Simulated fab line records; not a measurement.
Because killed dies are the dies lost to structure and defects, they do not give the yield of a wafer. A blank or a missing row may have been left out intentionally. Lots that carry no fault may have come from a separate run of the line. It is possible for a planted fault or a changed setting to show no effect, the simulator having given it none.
Which of the tools did it? :: flow gf180mcu :: 15 lots with 45 wafers sampled at 4 steps, on a route of 602 steps

WHAT THE GAUGES READ, wafer by wafer
GF_V3_THK_MEAS_01.
lot: L169
measured: day 21 07:29
on: film-metro-01
V3_CVD_00_THK (nm): 602 597 601

lot: L170
measured: day 21 19:34
on: film-metro-03
V3_CVD_00_THK (nm): 596 601 599

lot: L171
measured: day 22 11:44
on: film-metro-03
V3_CVD_00_THK (nm): 605 602 607

lot: L172
measured: day 22 23:10
on: film-metro-04
V3_CVD_00_THK (nm): 608 608 606

lot: L173
measured: day 23 06:50
on: film-metro-04
V3_CVD_00_THK (nm): 594 591 588

lot: L174
measured: day 23 13:54
on: film-metro-01
V3_CVD_00_THK (nm): 598 603 595

lot: L175
measured: day 23 19:11
on: film-metro-01
V3_CVD_00_THK (nm): 606 595 610

lot: L178
measured: day 25 00:38
on: film-metro-01
V3_CVD_00_THK (nm): 590 598 599

lot: L179
measured: day 25 04:56
on: film-metro-01
V3_CVD_00_THK (nm): 602 605 602

lot: L180
measured: day 25 20:38
on: film-metro-01
V3_CVD_00_THK (nm): 598 604 596

lot: L181
measured: day 25 23:43
on: film-metro-04
V3_CVD_00_THK (nm): 595 597 597

lot: L186
measured: day 27 18:53
on: film-metro-04
V3_CVD_00_THK (nm): 599 607 601

lot: L187
measured: day 28 16:55
on: film-metro-03
V3_CVD_00_THK (nm): 601 601 591

lot: L188
measured: day 28 18:02
on: film-metro-01
V3_CVD_00_THK (nm): 594 603 602

lot: L192
measured: day 29 11:56
on: film-metro-03
V3_CVD_00_THK (nm): 597 601 599

WHAT TOOL EACH LOT RAN ON (gives the tool, then ch and the chambers of the sampled wafers, and finally the start)
lot: L169
GF_LVPWELL_DEVELOP_06: litho-track-01 ch 0, day 3 21:00
GF_V1_ETCH_16: rie-diel-04 ch 1,2,3, day 18 03:04
GF_M3_SPUTTER_04: pvd-sputter-03, day 20 06:16

lot: L170
GF_LVPWELL_DEVELOP_06: litho-track-04 ch 0, day 4 03:00
GF_V1_ETCH_16: rie-diel-04 ch 1,2,3, day 18 13:34
GF_M3_SPUTTER_04: pvd-sputter-01, day 20 18:59

lot: L171
GF_LVPWELL_DEVELOP_06: litho-track-01 ch 0, day 4 07:00
GF_V1_ETCH_16: rie-diel-02 ch 0,1,2, day 19 06:31
GF_M3_SPUTTER_04: pvd-sputter-02, day 21 11:14

lot: L172
GF_LVPWELL_DEVELOP_06: litho-track-04 ch 0, day 4 14:00
GF_V1_ETCH_16: rie-diel-01 ch 0,1,3, day 19 17:31
GF_M3_SPUTTER_04: pvd-sputter-01, day 21 22:52

lot: L173
GF_LVPWELL_DEVELOP_06: litho-track-04 ch 0, day 4 20:00
GF_V1_ETCH_16: rie-diel-02 ch 0,2,3, day 20 01:55
GF_M3_SPUTTER_04: pvd-sputter-02, day 22 06:25

lot: L174
GF_LVPWELL_DEVELOP_06: litho-track-02 ch 0, day 4 23:00
GF_V1_ETCH_16: rie-diel-04 ch 0,2,3, day 20 09:19
GF_M3_SPUTTER_04: pvd-sputter-01, day 22 14:28

lot: L175
GF_LVPWELL_DEVELOP_06: litho-track-01 ch 0, day 5 07:00
GF_V1_ETCH_16: rie-diel-01 ch 0,2, day 20 14:51
GF_M3_SPUTTER_04: pvd-sputter-01, day 22 19:21

lot: L178
GF_LVPWELL_DEVELOP_06: litho-track-04 ch 0, day 6 01:00
GF_V1_ETCH_16: rie-diel-01 ch 0,1, day 21 23:10
GF_M3_SPUTTER_04: pvd-sputter-02, day 24 02:47

lot: L179
GF_LVPWELL_DEVELOP_06: litho-track-01 ch 0, day 6 05:00
GF_V1_ETCH_16: rie-diel-02 ch 0,2,3, day 22 07:04
GF_M3_SPUTTER_04: pvd-sputter-03, day 24 09:07

lot: L180
GF_LVPWELL_DEVELOP_06: litho-track-01 ch 0, day 6 09:00
GF_V1_ETCH_16: rie-diel-04 ch 0,1,2, day 22 14:16
GF_M3_SPUTTER_04: pvd-sputter-01, day 24 23:53

lot: L181
GF_LVPWELL_DEVELOP_06: litho-track-01 ch 0, day 6 18:00
GF_V1_ETCH_16: rie-diel-04 ch 2,3, day 22 20:52
GF_M3_SPUTTER_04: pvd-sputter-02, day 25 01:37

lot: L186
GF_LVPWELL_DEVELOP_06: litho-track-04, day 7 19:00
GF_V1_ETCH_16: rie-diel-02 ch 1,3, day 24 20:01
GF_M3_SPUTTER_04: pvd-sputter-01, day 26 21:15

lot: L187
GF_LVPWELL_DEVELOP_06: litho-track-01, day 8 04:00
GF_V1_ETCH_16: rie-diel-02 ch 0,1, day 25 21:44
GF_M3_SPUTTER_04: pvd-sputter-01, day 27 20:12

lot: L188
GF_LVPWELL_DEVELOP_06: litho-track-02, day 8 12:00
GF_V1_ETCH_16: rie-diel-02 ch 1,3, day 25 23:07
GF_M3_SPUTTER_04: pvd-sputter-01, day 27 21:04

lot: L192
GF_LVPWELL_DEVELOP_06: litho-track-02 ch 0, day 9 08:00
GF_V1_ETCH_16: rie-diel-01 ch 0,1,2, day 26 18:31
GF_M3_SPUTTER_04: pvd-sputter-02, day 28 16:00
- GF_LVPWELL_DEVELOP_06: develop time 60 s.
- GF_V1_ETCH_16: etches BARC in N2/H2.
- GF_M3_SPUTTER_04: material TiN, target thk 50 nm, time 41.7 s.

WHAT THE TOOLS THEMSELVES READ (means of the sampled wafers that have a number; where no wafer has one, the mark that the record gives instead)
GF_LVPWELL_DEVELOP_06.
lot: L169
tool: litho-track-01
chill-plate-temp-C (C): 22.99
resist-line-temp-C (C): 22.91

lot: L170
tool: litho-track-04
chill-plate-temp-C (C): 22.86
resist-line-temp-C (C): 23.03

lot: L171
tool: litho-track-01
chill-plate-temp-C (C): 23.16
resist-line-temp-C (C): 22.89

lot: L172
tool: litho-track-04
chill-plate-temp-C (C): 23.03
resist-line-temp-C (C): 22.85

lot: L173
tool: litho-track-04
chill-plate-temp-C (C): 23.00
resist-line-temp-C (C): 23.01

lot: L174
tool: litho-track-02
chill-plate-temp-C (C): 23.10
resist-line-temp-C (C): 23.10

lot: L175
tool: litho-track-01
chill-plate-temp-C (C): 23.04
resist-line-temp-C (C): 23.00

lot: L178
tool: litho-track-04
chill-plate-temp-C (C): 22.93
resist-line-temp-C (C): 23.07

lot: L179
tool: litho-track-01
chill-plate-temp-C (C): 23.12
resist-line-temp-C (C): 22.96

lot: L180
tool: litho-track-01
chill-plate-temp-C (C): 22.99
resist-line-temp-C (C): 23.05

lot: L181
tool: litho-track-01
chill-plate-temp-C (C): 22.83
resist-line-temp-C (C): 23.04

lot: L186
tool: litho-track-04
chill-plate-temp-C (C): -
resist-line-temp-C (C): -

lot: L187
tool: litho-track-01
chill-plate-temp-C (C): -
resist-line-temp-C (C): -

lot: L188
tool: litho-track-02
chill-plate-temp-C (C): -
resist-line-temp-C (C): -

lot: L192
tool: litho-track-02
chill-plate-temp-C (C): 22.76
resist-line-temp-C (C): 23.05

GF_V1_ETCH_16.
lot: L169
tool: rie-diel-04
drypump-motor-current-A (A): 5.8
oes-product-au (a.u.): 0.854
throttle-valve-pct (%): 13.222

lot: L170
tool: rie-diel-04
drypump-motor-current-A (A): 5.7
oes-product-au (a.u.): 0.859
throttle-valve-pct (%): 13.228

lot: L171
tool: rie-diel-02
drypump-motor-current-A (A): 5.7
oes-product-au (a.u.): 0.850
throttle-valve-pct (%): 13.230

lot: L172
tool: rie-diel-01
drypump-motor-current-A (A): 5.8
oes-product-au (a.u.): 0.855
throttle-valve-pct (%): 13.231

lot: L173
tool: rie-diel-02
drypump-motor-current-A (A): 5.8
oes-product-au (a.u.): 0.852
throttle-valve-pct (%): 13.223

lot: L174
tool: rie-diel-04
drypump-motor-current-A (A): 5.9
oes-product-au (a.u.): 0.851
throttle-valve-pct (%): 13.231

lot: L175
tool: rie-diel-01
drypump-motor-current-A (A): 5.1
oes-product-au (a.u.): 0.855
throttle-valve-pct (%): 13.222

lot: L178
tool: rie-diel-01
drypump-motor-current-A (A): 5.6
oes-product-au (a.u.): 0.851
throttle-valve-pct (%): 13.225

lot: L179
tool: rie-diel-02
drypump-motor-current-A (A): 5.8
oes-product-au (a.u.): 0.854
throttle-valve-pct (%): 13.230

lot: L180
tool: rie-diel-04
drypump-motor-current-A (A): 5.8
oes-product-au (a.u.): 0.855
throttle-valve-pct (%): 13.226

lot: L181
tool: rie-diel-04
drypump-motor-current-A (A): 5.9
oes-product-au (a.u.): 0.854
throttle-valve-pct (%): 13.225

lot: L186
tool: rie-diel-02
drypump-motor-current-A (A): 5.9
oes-product-au (a.u.): 0.854
throttle-valve-pct (%): 13.222

lot: L187
tool: rie-diel-02
drypump-motor-current-A (A): 5.7
oes-product-au (a.u.): 0.854
throttle-valve-pct (%): 13.209

lot: L188
tool: rie-diel-02
drypump-motor-current-A (A): 5.9
oes-product-au (a.u.): 0.853
throttle-valve-pct (%): 13.224

lot: L192
tool: rie-diel-01
drypump-motor-current-A (A): 5.6
oes-product-au (a.u.): 0.859
throttle-valve-pct (%): 13.212

GF_M3_SPUTTER_04.
lot: L169
tool: pvd-sputter-03
chamber-pressure-pa (Pa): 0.3998
throttle-valve-pct (%): 29.5

lot: L170
tool: pvd-sputter-01
chamber-pressure-pa (Pa): 0.4001
throttle-valve-pct (%): 29.9

lot: L171
tool: pvd-sputter-02
chamber-pressure-pa (Pa): 0.4002
throttle-valve-pct (%): 29.7

lot: L172
tool: pvd-sputter-01
chamber-pressure-pa (Pa): 0.4006
throttle-valve-pct (%): 29.2

lot: L173
tool: pvd-sputter-02
chamber-pressure-pa (Pa): 0.3996
throttle-valve-pct (%): 30.3

lot: L174
tool: pvd-sputter-01
chamber-pressure-pa (Pa): 0.4000
throttle-valve-pct (%): 29.8

lot: L175
tool: pvd-sputter-01
chamber-pressure-pa (Pa): 0.3999
throttle-valve-pct (%): 29.9

lot: L178
tool: pvd-sputter-02
chamber-pressure-pa (Pa): 0.3998
throttle-valve-pct (%): 30.2

lot: L179
tool: pvd-sputter-03
chamber-pressure-pa (Pa): 0.3998
throttle-valve-pct (%): 29.4

lot: L180
tool: pvd-sputter-01
chamber-pressure-pa (Pa): 0.4003
throttle-valve-pct (%): 29.0

lot: L181
tool: pvd-sputter-02
chamber-pressure-pa (Pa): 0.4010
throttle-valve-pct (%): 29.6

lot: L186
tool: pvd-sputter-01
chamber-pressure-pa (Pa): 0.4001
throttle-valve-pct (%): 29.3

lot: L187
tool: pvd-sputter-01
chamber-pressure-pa (Pa): 0.3999
throttle-valve-pct (%): 29.8

lot: L188
tool: pvd-sputter-01
chamber-pressure-pa (Pa): 0.3992
throttle-valve-pct (%): 29.8

lot: L192
tool: pvd-sputter-02
chamber-pressure-pa (Pa): 0.4002
throttle-valve-pct (%): 30.4

THE ANSWER, worked out from the rows above alone
Rule: usual is defined by the lots themselves. Put in order of their means at a reading, lots are off if they are a third of the lots or fewer, leave a main group of 4 or more, and stand apart from it by a gap of 3 or more times the standard deviation of the main group's means; of several such gaps the widest counts. Not used: any main group whose means are identical at the precision the tables above print for the reading. Also off: a lot with no number at a reading for which 4 or more lots have one. All remaining lots with rows at the step are treated as sound. After the gauges, taken in route order, come the tools' own readings; for these a lot's mean is taken, as printed above. The first step at which some lot is off is used, and at that step the reading that is off furthest; a lot without a number counts as furthest.
Off at GF_LVPWELL_DEVELOP_06 (chill-plate-temp-C): L186, L187, L188. Without a number there: L186, L187, L188. The main group has a mean of 22.98 C with a standard deviation of 0.12.
A tool fits if, at that step or a process step before it, it ran every lot that is off, and no sound lot after the first of them. Of those tried, none fits.

WHAT WAS PUT IN BY THE SIMULATOR
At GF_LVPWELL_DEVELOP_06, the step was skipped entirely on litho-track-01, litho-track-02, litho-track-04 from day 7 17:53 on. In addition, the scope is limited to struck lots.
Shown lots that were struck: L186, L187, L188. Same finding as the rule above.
